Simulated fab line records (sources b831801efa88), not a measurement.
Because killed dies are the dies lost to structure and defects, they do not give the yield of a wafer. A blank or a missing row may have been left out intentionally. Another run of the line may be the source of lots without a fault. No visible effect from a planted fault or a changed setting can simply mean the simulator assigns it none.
fab line records -- flow sfq_line
[record] lots = 6, wafers = 18, last_day = 75
route steps=325 shown JJ@189 M5@198
lots with no fault: from the same line, run without faults
start_h: hours from the record's opening day to when the first of the lot's shown wafers began -- wait_h: how many hours have passed since the lot's step before this one -- " identical to the entry in the row above -- L1.1+2: a row that stands for several wafers -- - value missing, or start not given -- * or withheld: withheld -- < > ~ a bound
route shown NAME@n: NAME is a module with steps in the file, n the number in the route of the first one -- usual: mean/standard deviation of fault-free wafers -- same: alike in all rows -- chamber/n: place in a boat -- sites: the reading at each site -- _std_site: the values' standard deviation -- _edge_site: the outer-site mean with the inner-site mean subtracted -- radius_mm: how far each site lies from the wafer's centre -- mask NAME#n: copy n -- behind: the most recent tool/chamber to have shaped the wafer -- hold: why the lot was held/for how many hours/how that ended -- device: names the non-switching transistor (n, p or np) -- end of line: at the end of the route, the tests of the same wafers -- step lacking rows: just its recipe -- killed: dies that structure and defects cost at the first sort, which is not the same as the wafer's yield -- map: dies across one wafer; x = killed, . = not, _ = none there
set.NAME: the run value of the setting; set.NAME@STEP: its run value at that earlier step -- model.NAME: the simulator's own value behind a step, which no gauge read
a table for each step, a row for each wafer; lots at some steps of the route
services: a tool's chamber out of use, with start hour (start_h, from the record's first day; less than 0 if before it), hours out, and reason
[[steps]]
[step SFQ_TRILAYER_JJ_CE_LITHO_PEB_117]
[recipe] peb_temp_c = 115, peb_time_s = 60, resist = KrF
[step SFQ_TRILAYER_JJ_CE_LITHO_DEVELOP_116]
[recipe] time_s = 60, resist = KrF
[step SFQ_JJ_OVL_MEAS_931]
[usual] J5_OVL = 1/6.3
lot.wafer,tool,chamber,start_h,wait_h,J5_OVL[nm]
L336.1,overlay-02,-,936.66,0.1,-6
L336.2,overlay-02,-,936.66,0.1,-13
L336.6,overlay-02,-,936.66,0.1,-9
L348.4,overlay-01,-,1094.38,0.1,-2
L348.5,overlay-01,-,1094.38,0.1,3
L348.6,overlay-01,-,1094.38,0.1,-1
L351.2,overlay-02,-,1135.75,0.1,-1
L351.3,overlay-02,-,1135.75,0.1,2
L351.5,overlay-02,-,1135.75,0.1,-5
L354.1,overlay-01,-,1201.89,0.1,8
L354.3,overlay-01,-,1201.89,0.1,14
L354.6,overlay-01,-,1201.89,0.1,4
L357.2,overlay-02,-,1236.44,0.1,-3
L357.4,overlay-02,-,1236.44,0.1,-2
L357.5,overlay-02,-,1236.44,0.1,-3
L358.2,overlay-01,-,1252.42,0.1,-6
L358.3,overlay-01,-,1252.42,0.1,-2
L358.6,overlay-01,-,1252.42,0.1,-4
[step SFQ_TRILAYER_JJ_CE_METRO_MEASURE_117]
[usual] cd_nm = 700.2/1.2
lot.wafer,tool,chamber,start_h,wait_h,cd_nm
L336.1,cd_sem-02,-,936.70,0.0,699.6
L336.2,cd_sem-02,-,936.70,0.0,700.1
L336.6,cd_sem-02,-,936.70,0.0,699.8
L348.4,cd_sem-01,-,1094.99,0.6,700.8
L348.5,cd_sem-01,-,1094.99,0.6,700.4
L348.6,cd_sem-01,-,1094.99,0.6,699.6
L351.2,cd_sem-02,-,1135.98,0.2,700.5
L351.3,cd_sem-02,-,1135.98,0.2,699.6
L351.5,cd_sem-02,-,1135.98,0.2,700.4
L354.1,cd_sem-01,-,1201.92,0.0,699.0
L354.3,cd_sem-01,-,1201.92,0.0,701.3
L354.6,cd_sem-01,-,1201.92,0.0,699.7
L357.2,cd_sem-02,-,1236.67,0.2,700.2
L357.4,cd_sem-02,-,1236.67,0.2,699.8
L357.5,cd_sem-02,-,1236.67,0.2,698.7
L358.2,cd_sem-01,-,1252.65,0.2,700.4
L358.3,cd_sem-01,-,1252.65,0.2,702.1
L358.6,cd_sem-01,-,1252.65,0.2,700.5
[step SFQ_TRILAYER_JJ_CE_BARC_OPEN_RIE_150]
[recipe] mask_material = PR, chemistry = O2, target_depth_nm = 240, target = BARC, icp_w = 600, bias_w = 80, pressure_mtorr = 10, time_s = 80
[usual] drypump_motor_current_A = 5.9/0.32, oes_product_au = 0.538/0.0044
lot.wafer,tool,chamber,start_h,wait_h,drypump_motor_current_A,oes_product_au,rf_hours_counter_h
L336.1,rie_metal-04,1,937.90,1.0,5.4,0.534,65
L336.2,rie_metal-04,0,937.90,1.0,6.4,0.533,109
L336.6,rie_metal-04,0,937.90,1.0,6.4,0.547,-
L348.4,rie_metal-02,1,1095.69,0.5,6.2,0.529,-
L348.5,rie_metal-02,1,1095.69,0.5,6.2,0.535,-
L348.6,rie_metal-02,1,1095.69,0.5,6.2,0.533,-
L351.2,rie_metal-02,0,1136.98,0.8,5.6,0.537,2
L351.3,rie_metal-02,0,1136.98,0.8,5.6,0.539,-
L351.5,rie_metal-02,0,1136.98,0.8,5.6,0.533,-
L354.1,rie_metal-03,1,1203.12,1.0,6.0,0.530,115
L354.3,rie_metal-03,1,1203.12,1.0,6.0,0.539,-
L354.6,rie_metal-03,1,1203.12,1.0,6.0,0.535,-
L357.2,rie_metal-04,0,1237.67,0.8,6.4,0.542,158
L357.4,rie_metal-04,1,1237.67,0.8,5.4,0.536,-
L357.5,rie_metal-04,0,1237.67,0.8,6.4,0.533,-
L358.2,rie_metal-02,1,1253.65,0.8,6.2,0.545,162
L358.3,rie_metal-02,0,1253.65,0.8,5.6,0.540,-
L358.6,rie_metal-02,0,1253.65,0.8,5.6,0.542,-
[step SFQ_TRILAYER_JJ_CE_ETCH_RIE_118]
[recipe] target = Nb, stop_on = Al2O3, mask_material = PR, taper_deg = 13.257, over_etch_frac = 0.15, time_s = 97.7, chemistry = SF6, target_depth_nm = 170, icp_w = 600, bias_w = 80, pressure_mtorr = 10
[usual] drypump_motor_current_A = 5.9/0.33, oes_product_au = 0.990/0.0064
lot.wafer,tool,chamber,start_h,wait_h,drypump_motor_current_A,oes_product_au,rf_hours_counter_h
L336.1,rie_metal-04,1,937.99,0.1,5.4,0.987,65
L336.2,rie_metal-04,0,937.99,0.1,6.4,0.989,109
L336.6,rie_metal-04,0,937.99,0.1,6.4,0.984,-
L348.4,rie_metal-02,1,1095.88,0.2,6.2,0.981,-
L348.5,rie_metal-02,1,1095.88,0.2,6.3,0.981,-
L348.6,rie_metal-02,1,1095.88,0.2,6.3,0.985,-
L351.2,rie_metal-02,0,1137.08,0.1,5.6,0.991,2
L351.3,rie_metal-02,0,1137.08,0.1,5.6,0.987,-
L351.5,rie_metal-02,0,1137.08,0.1,5.6,0.986,-
L354.1,rie_metal-03,1,1203.21,0.1,6.0,0.989,115
L354.3,rie_metal-03,1,1203.21,0.1,6.0,0.995,-
L354.6,rie_metal-03,1,1203.21,0.1,6.0,0.995,-
L357.2,rie_metal-04,0,1237.76,0.1,6.4,0.994,158
L357.4,rie_metal-04,1,1237.76,0.1,5.4,0.983,-
L357.5,rie_metal-04,0,1237.76,0.1,6.4,0.994,-
L358.2,rie_metal-02,1,1253.77,0.1,6.2,0.997,162
L358.3,rie_metal-02,0,1253.77,0.1,5.6,1.004,-
L358.6,rie_metal-02,0,1253.77,0.1,5.6,0.998,-
[step SFQ_TRILAYER_JJ_ANODIZE_ANODIZE_119]
[recipe] current_density_ma_cm2 = withheld, end_current_density_ma_cm2 = withheld, bath_temp_c = withheld
[step SFQ_TRILAYER_JJ_CE_STRIP_STRIP_120]
[recipe] gas = O2, power_w = 200, platen_temp_c = 40, overash_fraction = 0.65, chemistry = O2, pressure_mtorr = 50
[usual] drypump_motor_current_A = 5.9/0.35, oes_product_au = 1.000/0.0072
[same] overash_fraction = 0.65
lot.wafer,tool,chamber,start_h,wait_h,drypump_motor_current_A,oes_product_au,rf_hours_counter_h
L336.1,rie_metal-03,1,938.59,0.0,6.0,0.993,72
L336.2,rie_metal-03,0,938.59,0.0,5.8,0.996,32
L336.6,rie_metal-03,1,938.59,0.0,6.0,0.990,-
L348.4,rie_metal-04,0,1096.69,0.2,6.4,1.009,-
L348.5,rie_metal-04,1,1096.69,0.2,5.4,1.001,-
L348.6,rie_metal-04,0,1096.69,0.2,6.4,1.005,-
L351.2,rie_metal-04,0,1137.73,0.0,6.4,1.007,144
L351.3,rie_metal-04,0,1137.73,0.0,6.4,1.005,-
L351.5,rie_metal-04,1,1137.73,0.0,5.4,0.996,-
L354.1,rie_metal-03,1,1203.82,0.0,6.0,1.003,115
L354.3,rie_metal-03,0,1203.82,0.0,5.9,0.998,-
L354.6,rie_metal-03,1,1203.82,0.0,5.9,1.011,-
L357.2,rie_metal-03,0,1238.37,0.0,5.8,1.002,79
L357.4,rie_metal-03,0,1238.37,0.0,5.9,0.995,-
L357.5,rie_metal-03,1,1238.37,0.0,6.0,1.007,-
L358.2,rie_metal-04,1,1254.41,0.0,5.5,0.996,116
L358.3,rie_metal-04,0,1254.41,0.0,6.4,0.997,-
L358.6,rie_metal-04,1,1254.41,0.0,5.4,0.990,-
[step SFQ_TRILAYER_JJ_CE_STRIP_SOLV_CLEAN_121]
[recipe] chemistry = NMP, temp_c = 70, time_s = 600
[step SFQ_TRILAYER_M5_LITHO_COAT_128]
[recipe] resist = BARC, spin_rpm = 3000, resist_thk_nm = 62
[step SFQ_TRILAYER_M5_LITHO_COAT_123]
[recipe] resist = KrF, spin_rpm = 3000, resist_thk_nm = 600
[step SFQ_TRILAYER_M5_LITHO_SOFTBAKE_127]
[recipe] temp_c = withheld, time_s = withheld, resist = KrF
[step SFQ_TRILAYER_M5_LITHO_EXPOSE_124]
[recipe] mask_id = M5, na = 0.6, source_shape = conventional, sigma_outer = 0.65, target_cd_nm = 700, dose_mj = 14.4
[usual] exposure_dose_mJ_cm2 = 14.398/0.016
lot.wafer,tool,chamber,start_h,wait_h,mask,exposure_dose_mJ_cm2
L336.1,krf_scanner-01,0,1001.26,-,M5#0,14.384
L336.2,krf_scanner-01,0,1001.26,-,M5#0,14.383
L336.6,krf_scanner-01,0,1001.26,-,M5#0,14.394
L348.4,krf_scanner-01,0,1197.39,-,M5#0,14.395
L348.5,krf_scanner-01,0,1197.39,-,M5#0,14.401
L348.6,krf_scanner-01,0,1197.39,-,M5#0,14.376
L351.2,krf_scanner-02,0,1246.19,-,M5#0,15.139
L351.3,krf_scanner-02,0,1246.19,-,M5#0,15.125
L351.5,krf_scanner-02,0,1246.19,-,M5#0,15.110
L354.1,krf_scanner-02,0,1328.23,-,M5#0,15.117
L354.3,krf_scanner-02,0,1328.23,-,M5#0,15.105
L354.6,krf_scanner-02,0,1328.23,-,M5#0,15.136
L357.2,krf_scanner-01,0,1366.08,-,M5#0,14.406
L357.4,krf_scanner-01,0,1366.08,-,M5#0,14.389
L357.5,krf_scanner-01,0,1366.08,-,M5#0,14.435
L358.2,krf_scanner-01,0,1380.48,-,M5#0,14.407
L358.3,krf_scanner-01,0,1380.48,-,M5#0,14.432
L358.6,krf_scanner-01,0,1380.48,-,M5#0,14.417
[step SFQ_TRILAYER_M5_LITHO_PEB_126]
[recipe] peb_temp_c = 115, peb_time_s = 60, resist = KrF
[step SFQ_TRILAYER_M5_LITHO_DEVELOP_125]
[recipe] time_s = 60, resist = KrF
[step SFQ_M5_OVL_MEAS_932]
[usual] M5_OVL = -1/6
lot.wafer,tool,chamber,start_h,wait_h,M5_OVL[nm]
L336.1,overlay-02,-,1002.76,0.1,-11
L336.2,overlay-02,-,1002.76,0.1,-6
L336.6,overlay-02,-,1002.76,0.1,-7
L348.4,overlay-01,-,1198.30,0.1,7
L348.5,overlay-01,-,1198.30,0.1,6
L348.6,overlay-01,-,1198.30,0.1,3
L351.2,overlay-01,-,1247.49,0.1,2
L351.3,overlay-01,-,1247.49,0.1,-2
L351.5,overlay-01,-,1247.49,0.1,0
L354.1,overlay-02,-,1329.73,0.1,2
L354.3,overlay-02,-,1329.73,0.1,0
L354.6,overlay-02,-,1329.73,0.1,-3
L357.2,overlay-02,-,1367.39,0.1,0
L357.4,overlay-02,-,1367.39,0.1,-4
L357.5,overlay-02,-,1367.39,0.1,2
L358.2,overlay-02,-,1381.79,0.1,0
L358.3,overlay-02,-,1381.79,0.1,-12
L358.6,overlay-02,-,1381.79,0.1,-2
[step SFQ_TRILAYER_M5_BARC_OPEN_METAL_ETCH_161]
[recipe] mask_material = PR, chemistry = O2, target_depth_nm = 125, target = BARC, icp_w = 600, bias_w = 80, pressure_mtorr = 10, time_s = 41.7
[usual] drypump_motor_current_A = 5.89/0.18, oes_product_au = 0.685/0.0047
lot.wafer,tool,chamber,start_h,wait_h,drypump_motor_current_A,oes_product_au,rf_hours_counter_h,model.M5.cd_nm
L336.1,rie_metal-03,1,1002.80,0.0,5.95,0.675,80,701.1
L336.2,rie_metal-03,0,1002.80,0.0,5.82,0.686,40,700.4
L336.6,rie_metal-03,0,1002.80,0.0,5.86,0.679,-,700.5
L348.4,rie_metal-01,0,1198.34,0.0,5.75,0.687,-,698.4
L348.5,rie_metal-01,1,1198.34,0.0,5.81,0.689,-,698.8
L348.6,rie_metal-01,0,1198.34,0.0,5.79,0.689,-,698.9
L351.2,rie_metal-03,0,1247.52,0.0,5.87,0.693,81,692.3
L351.3,rie_metal-03,0,1247.52,0.0,5.88,0.681,-,689.7
L351.5,rie_metal-03,1,1247.52,0.0,5.96,0.691,-,692.9
L354.1,rie_metal-03,1,1329.77,0.0,5.93,0.701,131,691.9
L354.3,rie_metal-03,1,1329.77,0.0,5.94,0.685,-,692.6
L354.6,rie_metal-03,0,1329.77,0.0,5.90,0.687,-,692.8
L357.2,rie_metal-02,0,1367.42,0.0,5.63,0.689,33,699.3
L357.4,rie_metal-02,0,1367.42,0.0,5.62,0.678,-,699.3
L357.5,rie_metal-02,1,1367.42,0.0,6.21,0.688,-,696.9
L358.2,rie_metal-02,1,1381.82,0.0,6.24,0.674,9,702.6
L358.3,rie_metal-02,0,1381.82,0.0,5.63,0.687,-,703
L358.6,rie_metal-02,0,1381.82,0.0,5.62,0.680,-,701.3
[step SFQ_TRILAYER_M5_ETCH_METAL_ETCH_126]
[recipe] target = Nb, stop_on = SiO2, mask_material = PR, over_etch_frac = 0.15, time_s = 203.2, chemistry = Cl2/BCl3, target_depth_nm = 265, icp_w = 600, bias_w = 80, pressure_mtorr = 10
[usual] drypump_motor_current_A = 5.89/0.18, oes_product_au = 0.728/0.0062
lot.wafer,tool,chamber,start_h,wait_h,drypump_motor_current_A,oes_product_au,rf_hours_counter_h,model.M5.cd_nm
L336.1,rie_metal-03,1,1002.86,0.0,5.95,0.728,81,700.9
L336.2,rie_metal-03,0,1002.86,0.0,5.85,0.725,40,700.1
L336.6,rie_metal-03,0,1002.86,0.0,5.83,0.725,-,700.2
L348.4,rie_metal-01,0,1198.45,0.1,5.75,0.721,-,698.4
L348.5,rie_metal-01,1,1198.45,0.1,5.85,0.732,-,699.6
L348.6,rie_metal-01,0,1198.45,0.1,5.74,0.730,-,698.9
L351.2,rie_metal-03,0,1247.58,0.0,5.83,0.722,81,690.5
L351.3,rie_metal-03,0,1247.58,0.0,5.87,0.725,-,687.7
L351.5,rie_metal-03,1,1247.58,0.0,5.94,0.718,-,692.9
L354.1,rie_metal-03,1,1329.83,0.0,5.94,0.732,131,690.9
L354.3,rie_metal-03,1,1329.83,0.0,5.94,0.726,-,690.7
L354.6,rie_metal-03,0,1329.83,0.0,5.85,0.725,-,691.1
L357.2,rie_metal-02,0,1367.48,0.0,5.64,0.731,33,697.4
L357.4,rie_metal-02,0,1367.48,0.0,5.62,0.724,-,696.4
L357.5,rie_metal-02,1,1367.48,0.0,6.21,0.731,-,695.7
L358.2,rie_metal-02,1,1381.88,0.0,6.25,0.720,9,701.1
L358.3,rie_metal-02,0,1381.88,0.0,5.63,0.732,-,699.4
L358.6,rie_metal-02,0,1381.88,0.0,5.61,0.737,-,698.9
[step SFQ_TRILAYER_M5_STRIP_STRIP_127]
[recipe] gas = O2, power_w = 200, platen_temp_c = 40, overash_fraction = 0.65, chemistry = O2, pressure_mtorr = 50
[usual] drypump_motor_current_A = 5.89/0.19, oes_product_au = 0.998/0.0087
[same] overash_fraction = 0.65
lot.wafer,tool,chamber,start_h,wait_h,drypump_motor_current_A,oes_product_au,rf_hours_counter_h
L336.1,rie_metal-03,1,1003.05,0.1,5.95,0.998,81
L336.2,rie_metal-03,0,1003.05,0.1,5.86,0.998,41
L336.6,rie_metal-03,0,1003.05,0.1,5.85,0.999,-
L348.4,rie_metal-01,0,1198.78,0.3,5.76,0.990,-
L348.5,rie_metal-01,1,1198.78,0.3,5.88,0.994,-
L348.6,rie_metal-01,0,1198.78,0.3,5.74,0.993,-
L351.2,rie_metal-03,0,1247.78,0.1,5.85,1.000,81
L351.3,rie_metal-03,0,1247.78,0.1,5.81,1.002,-
L351.5,rie_metal-03,1,1247.78,0.1,5.94,0.999,-
L354.1,rie_metal-03,1,1330.02,0.1,5.96,1.004,131
L354.3,rie_metal-03,1,1330.02,0.1,5.96,0.999,-
L354.6,rie_metal-03,0,1330.02,0.1,5.90,1.004,-
L357.2,rie_metal-02,0,1367.67,0.1,5.61,0.985,33
L357.4,rie_metal-02,0,1367.67,0.1,5.61,0.991,-
L357.5,rie_metal-02,1,1367.67,0.1,6.23,0.985,-
L358.2,rie_metal-02,1,1382.07,0.1,6.22,0.985,9
L358.3,rie_metal-02,0,1382.07,0.1,5.61,0.978,-
L358.6,rie_metal-02,0,1382.07,0.1,5.61,0.987,-
[[services]]
tool,chamber,start_h,hours,kind
rie_metal-02,1,915.54,1.7,repair
rie_metal-02,-,924.60,1.2,repair
cd_sem-02,-,928.29,1.8,pm
cd_sem-02,-,939.24,2.8,pm
rie_metal-03,-,945.08,13.5,repair
krf_scanner-01,-,961.56,1.3,pm
krf_scanner-01,-,1021.20,1.0,pm
rie_metal-02,1,1035.46,8.2,repair
krf_scanner-01,-,1068.59,3.1,repair
krf_scanner-01,-,1085.84,0.1,repair
krf_scanner-01,-,1110.72,0.7,repair
krf_scanner-01,-,1136.65,1.3,pm
krf_scanner-01,-,1166.67,0.2,repair
rie_metal-03,-,1169.47,1.4,pm
krf_scanner-01,-,1185.69,0.4,repair
krf_scanner-01,-,1189.79,1.0,pm
krf_scanner-01,-,1206.39,0.8,pm
rie_metal-02,-,1210.28,2.8,pm
krf_scanner-01,-,1243.46,4.0,pm
krf_scanner-01,-,1270.04,2.8,repair
rie_metal-04,1,1279.06,11.9,repair
krf_scanner-01,-,1312.31,1.3,pm
rie_metal-04,1,1325.43,10.2,repair
rie_metal-04,-,1333.39,0.3,repair
[[key]]
[first_sign] step = SFQ_TRILAYER_M5_LITHO_EXPOSE_124, reading = exposure_dose_mJ_cm2, direction = up, sigmas = 46, usual = 14.398, struck = 15.122
effect none on later readings
[model_effect] step = SFQ_TRILAYER_M5_BARC_OPEN_METAL_ETCH_161, value = M5.cd_nm, without = 700.1, struck = 692
[model_effect] step = SFQ_TRILAYER_M5_ETCH_METAL_ETCH_126, value = M5.cd_nm, without = 698.7, struck = 690.6
met_at SFQ_TRILAYER_M5_LITHO_EXPOSE_124
struck_wafers L351.2,L351.3,L351.5,L354.1,L354.3,L354.6
[fault] kind = process_parameter_drift, tool = krf_scanner-02, chamber = -, onset_h = 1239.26, steps = SFQ_TRILAYER_M5_LITHO_EXPOSE_124, channel = dose_mj, offset = 0.73216, shape = step, acts_in = these_recipes_only, stated = 14.4
